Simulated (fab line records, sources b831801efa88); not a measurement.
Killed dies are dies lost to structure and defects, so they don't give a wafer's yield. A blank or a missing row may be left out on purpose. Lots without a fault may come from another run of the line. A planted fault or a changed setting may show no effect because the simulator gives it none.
Which tool did it? | flow gf180mcu | 14 lots, 42 wafers sampled, at 5 steps of a route of 602

WHAT THE GAUGES READ, wafer by wafer
The record holds no reading of a measuring or inspecting step that can be judged against a usual standard deviation.

WHICH TOOL RAN EACH LOT (tool, then ch and the chambers of the sampled wafers, then the start)
lot  | GF_V4_ETCH_16                      | GF_MIM_SPUTTER_02            | GF_MIM_SPUTTER_08            | GF_MIM_METAL_ETCH_19              | GF_MIM_STRIP_20
L928 | rie_diel-03 ch 1,2,3, day 24 10:02 | pvd_sputter-03, day 24 11:31 | pvd_sputter-04, day 24 11:44 | rie_metal-01 ch 0,1, day 25 09:06 | plasma_asher-04 ch 1, day 25 09:10
L932 | rie_diel-03 ch 0,1,2, day 26 00:44 | pvd_sputter-04, day 26 02:14 | pvd_sputter-03, day 26 02:28 | rie_metal-01 ch 0,1, day 26 23:11 | plasma_asher-02 ch 0,1, day 26 23:16
L936 | rie_diel-04 ch 0,1,2, day 27 14:14 | pvd_sputter-04, day 27 16:33 | pvd_sputter-04, day 27 16:47 | rie_metal-01 ch 0,1, day 28 12:18 | plasma_asher-04 ch 0,1, day 28 12:22
L937 | rie_diel-02 ch 1,2, day 27 23:47   | pvd_sputter-04, day 28 01:17 | pvd_sputter-03, day 28 01:31 | rie_metal-02 ch 0,1, day 28 20:15 | plasma_asher-01 ch 0,1, day 28 20:19
L938 | rie_diel-02 ch 1,2,3, day 28 05:43 | pvd_sputter-01, day 28 07:11 | pvd_sputter-03, day 28 07:25 | rie_metal-01 ch 0,1, day 29 01:23 | plasma_asher-02 ch 0,1, day 29 01:28
L939 | rie_diel-04 ch 1,2, day 28 06:20   | pvd_sputter-04, day 28 07:52 | pvd_sputter-01, day 28 08:05 | rie_metal-03 ch 0,1, day 29 02:06 | plasma_asher-04 ch 0,1, day 29 02:10
L940 | rie_diel-02 ch 0,3, day 28 14:58   | pvd_sputter-04, day 28 16:29 | pvd_sputter-03, day 28 16:43 | rie_metal-03 ch 0,1, day 29 10:39 | plasma_asher-01 ch 0,1, day 29 10:43
L941 | rie_diel-02 ch 0,2,3, day 29 02:37 | pvd_sputter-04, day 29 04:14 | pvd_sputter-03, day 29 04:28 | rie_metal-03 ch 0,1, day 29 23:02 | plasma_asher-01 ch 0,1, day 29 23:07
L943 | rie_diel-02 ch 1,2,3, day 29 15:22 | pvd_sputter-03, day 29 16:57 | pvd_sputter-04, day 29 17:11 | rie_metal-02 ch 1, day 30 11:53   | plasma_asher-02 ch 0,1, day 30 12:02
L944 | rie_diel-03 ch 0,1,3, day 29 17:47 | pvd_sputter-04, day 29 19:19 | pvd_sputter-03, day 29 19:32 | rie_metal-03 ch 0,1, day 30 13:59 | plasma_asher-04 ch 0,1, day 30 14:04
L946 | rie_diel-03 ch 0,3, day 30 08:44   | pvd_sputter-01, day 30 10:17 | pvd_sputter-04, day 30 10:31 | rie_metal-02 ch 0,1, day 31 04:20 | plasma_asher-01 ch 0,1, day 31 04:25
L947 | rie_diel-04 ch 2,3, day 30 15:02   | pvd_sputter-04, day 30 16:31 | pvd_sputter-03, day 30 16:44 | rie_metal-02 ch 1, day 31 10:32   | plasma_asher-02 ch 1, day 31 10:37
L948 | rie_diel-03 ch 2,3, day 30 19:14   | pvd_sputter-03, day 30 20:43 | pvd_sputter-01, day 30 20:56 | rie_metal-02 ch 0,1, day 31 14:24 | plasma_asher-02 ch 1, day 31 14:28
L949 | rie_diel-04 ch 1,2, day 31 01:53   | pvd_sputter-04, day 31 03:24 | pvd_sputter-03, day 31 03:37 | rie_metal-02 ch 0,1, day 31 20:50 | plasma_asher-01 ch 0,1, day 31 20:55
- GF_V4_ETCH_16: etches BARC in N2/H2.
- GF_MIM_SPUTTER_02: material AlCu, target thk 450 nm, time 23.9 s.
- GF_MIM_SPUTTER_08: material AlCu, target thk 200 nm, time 10.6 s.
- GF_MIM_METAL_ETCH_19: etches the open film in Cl2/BCl3, stops on Si3N4, target depth 324.5 nm, time 54.1 s.
- GF_MIM_STRIP_20: strips in O2/N2.

WHAT THE TOOLS THEMSELVES READ (means of the sampled wafers that have a number; where no wafer has one, the mark that the record gives instead)
GF_V4_ETCH_16. Usual: drypump_motor_current_A 5.8 A, standard deviation 0.35; oes_product_au 0.856 a.u., standard deviation 0.0051; rf_fwd_power_W 494.4 W, standard deviation 2.3; throttle_valve_pct 13.224 %, standard deviation 0.0085.
lot  | tool        | drypump_motor_current_A (A) | oes_product_au (a.u.) | rf_fwd_power_W (W) | throttle_valve_pct (%) | flag
L928 | rie_diel-03 | 5.6                         | 0.853                 | 494.4              | 13.232                 |
L932 | rie_diel-03 | 5.9                         | 0.860                 | 496.8              | 13.222                 |
L936 | rie_diel-04 | 5.6                         | 0.853                 | 496.4              | 13.218                 |
L937 | rie_diel-02 | 5.7                         | 0.853                 | 494.1              | 13.217                 |
L938 | rie_diel-02 | 5.8                         | 0.855                 | 491.4              | 13.225                 |
L939 | rie_diel-04 | 5.7                         | 0.852                 | 496.3              | 13.219                 |
L940 | rie_diel-02 | 6.2                         | 0.855                 | 491.6              | 13.217                 |
L941 | rie_diel-02 | 6.1                         | 0.853                 | 492.8              | 13.233                 |
L943 | rie_diel-02 | 5.8                         | 0.854                 | 493.5              | 13.220                 |
L944 | rie_diel-03 | 5.6                         | 0.850                 | 496.1              | 13.221                 |
L946 | rie_diel-03 | 5.8                         | 0.861                 | 495.4              | 13.222                 |
L947 | rie_diel-04 | 5.9                         | 0.856                 | 495.5              | 13.232                 |
L948 | rie_diel-03 | 5.6                         | 0.856                 | 494.9              | 13.222                 |
L949 | rie_diel-04 | 5.4                         | 0.861                 | 496.2              | 13.213                 |

GF_MIM_SPUTTER_02. Usual: throttle_valve_pct 30.1 %, standard deviation 0.59.
lot  | tool           | throttle_valve_pct (%) | flag
L928 | pvd_sputter-03 | 30.7                   |
L932 | pvd_sputter-04 | 29.9                   |
L936 | pvd_sputter-04 | 30.1                   |
L937 | pvd_sputter-04 | 29.4                   |
L938 | pvd_sputter-01 | 29.8                   |
L939 | pvd_sputter-04 | 29.9                   |
L940 | pvd_sputter-04 | 29.9                   |
L941 | pvd_sputter-04 | 29.7                   |
L943 | pvd_sputter-03 | 30.7                   |
L944 | pvd_sputter-04 | 29.8                   |
L946 | pvd_sputter-01 | 29.9                   |
L947 | pvd_sputter-04 | 29.9                   |
L948 | pvd_sputter-03 | 30.8                   |
L949 | pvd_sputter-04 | 29.5                   |

GF_MIM_SPUTTER_08. Usual: throttle_valve_pct 30.2 %, standard deviation 0.6.
lot  | tool           | throttle_valve_pct (%) | flag
L928 | pvd_sputter-04 | 29.6                   |
L932 | pvd_sputter-03 | 30.6                   |
L936 | pvd_sputter-04 | 30.1                   |
L937 | pvd_sputter-03 | 30.9                   |
L938 | pvd_sputter-03 | 30.8                   |
L939 | pvd_sputter-01 | 29.8                   |
L940 | pvd_sputter-03 | 30.5                   |
L941 | pvd_sputter-03 | 30.7                   |
L943 | pvd_sputter-04 | 29.9                   |
L944 | pvd_sputter-03 | 30.3                   |
L946 | pvd_sputter-04 | 29.8                   |
L947 | pvd_sputter-03 | 30.9                   |
L948 | pvd_sputter-01 | 29.6                   |
L949 | pvd_sputter-03 | 31.0                   |

GF_MIM_METAL_ETCH_19. Usual: drypump_motor_current_A 5.7 A, standard deviation 0.31; oes_product_au 0.942 a.u., standard deviation 0.0066; rf_fwd_power_W 793.3 W, standard deviation 2.4; throttle_valve_pct 28.283 %, standard deviation 0.01.
lot  | tool         | drypump_motor_current_A (A) | oes_product_au (a.u.) | rf_fwd_power_W (W) | throttle_valve_pct (%) | flag
L928 | rie_metal-01 | 6.0                         | 0.942                 | 793.7              | 28.291                 |
L932 | rie_metal-01 | 6.0                         | 0.933                 | 792.8              | 28.283                 |
L936 | rie_metal-01 | 6.0                         | 0.922                 | 707.5              | 28.300                 | OFF
L937 | rie_metal-02 | 5.7                         | 0.940                 | 794.3              | 28.299                 |
L938 | rie_metal-01 | 5.9                         | 0.927                 | 747.9              | 28.301                 | OFF
L939 | rie_metal-03 | 5.4                         | 0.942                 | 794.1              | 28.283                 |
L940 | rie_metal-03 | 5.6                         | 0.939                 | 792.1              | 28.278                 |
L941 | rie_metal-03 | 5.4                         | 0.936                 | 795.1              | 28.284                 |
L943 | rie_metal-02 | 5.8                         | 0.949                 | 792.5              | 28.272                 |
L944 | rie_metal-03 | 5.6                         | 0.940                 | 793.5              | 28.276                 |
L946 | rie_metal-02 | 5.7                         | 0.949                 | 794.2              | 28.270                 |
L947 | rie_metal-02 | 5.8                         | 0.933                 | 790.8              | 28.278                 |
L948 | rie_metal-02 | 5.7                         | 0.940                 | 792.7              | 28.272                 |
L949 | rie_metal-02 | 5.7                         | 0.934                 | 792.7              | 28.289                 |

GF_MIM_STRIP_20. Usual: drypump_motor_current_A 5.7 A, standard deviation 0.58; heater_power_w 334 W, standard deviation 40; oes_product_au 0.694 a.u., standard deviation 0.0047; strip_time_to_endpoint_s 11.26 s, standard deviation 0.052.
lot  | tool            | drypump_motor_current_A (A) | heater_power_w (W) | oes_product_au (a.u.) | strip_time_to_endpoint_s (s) | flag
L928 | plasma_asher-04 | 5.5                         | 290                | 0.695                 | 11.27                        |
L932 | plasma_asher-02 | 5.4                         | 362                | 0.696                 | 11.24                        |
L936 | plasma_asher-04 | 5.9                         | 323                | 0.698                 | 11.40                        |
L937 | plasma_asher-01 | 5.8                         | 319                | 0.693                 | 11.28                        |
L938 | plasma_asher-02 | 5.4                         | 360                | 0.698                 | 11.40                        |
L939 | plasma_asher-04 | 6.2                         | 351                | 0.698                 | 11.29                        |
L940 | plasma_asher-01 | 5.8                         | 325                | 0.695                 | 11.20                        |
L941 | plasma_asher-01 | 5.3                         | 320                | 0.694                 | 11.22                        |
L943 | plasma_asher-02 | 5.5                         | 335                | 0.699                 | 11.28                        |
L944 | plasma_asher-04 | 5.9                         | 322                | 0.692                 | 11.25                        |
L946 | plasma_asher-01 | 5.3                         | 318                | 0.694                 | 11.29                        |
L947 | plasma_asher-02 | 5.6                         | 298                | 0.694                 | 11.27                        |
L948 | plasma_asher-02 | 5.6                         | 301                | 0.695                 | 11.27                        |
L949 | plasma_asher-01 | 5.3                         | 314                | 0.692                 | 11.22                        |

THE ANSWER, worked out from the rows above alone
Rule: a lot is off if the mean of its wafers that have a number lies more than 3 standard deviations from the usual mean. A lot without any number at a reading at which 4 lots or more have one is off too. The other lots that the step has rows for count as sound. The gauges are gone through in route order, then the tools' own readings, and for those a lot's mean is taken as printed above. The first step at which some lot is off is used, and at that step the reading that is off furthest; a lot without a number counts as furthest.
Off: L936, L938, at GF_MIM_METAL_ETCH_19 (rf_fwd_power_W).
A tool fits if, at that step or a process step before it, it ran every lot that is off, and no sound lot after the first of them. One fits: rie_metal-01 at GF_MIM_METAL_ETCH_19. Its last sound lot is L932 (day 26 23:11), its first lot that is off L936 (day 28 12:18): a fault that began between those two fits.
The tool's own readings at GF_MIM_METAL_ETCH_19 bear it out: on the lots that are off they differ by more than 5 times the standard deviation of the sound lots' means. rf_fwd_power_W reads 727.7 W there against 793.2 W on the sound lots.

WHAT THE SIMULATOR HAD PUT IN
Process parameter drift: rie_metal-01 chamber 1, from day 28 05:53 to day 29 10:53, at GF_MIM_METAL_ETCH_19. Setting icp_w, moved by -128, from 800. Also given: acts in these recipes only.
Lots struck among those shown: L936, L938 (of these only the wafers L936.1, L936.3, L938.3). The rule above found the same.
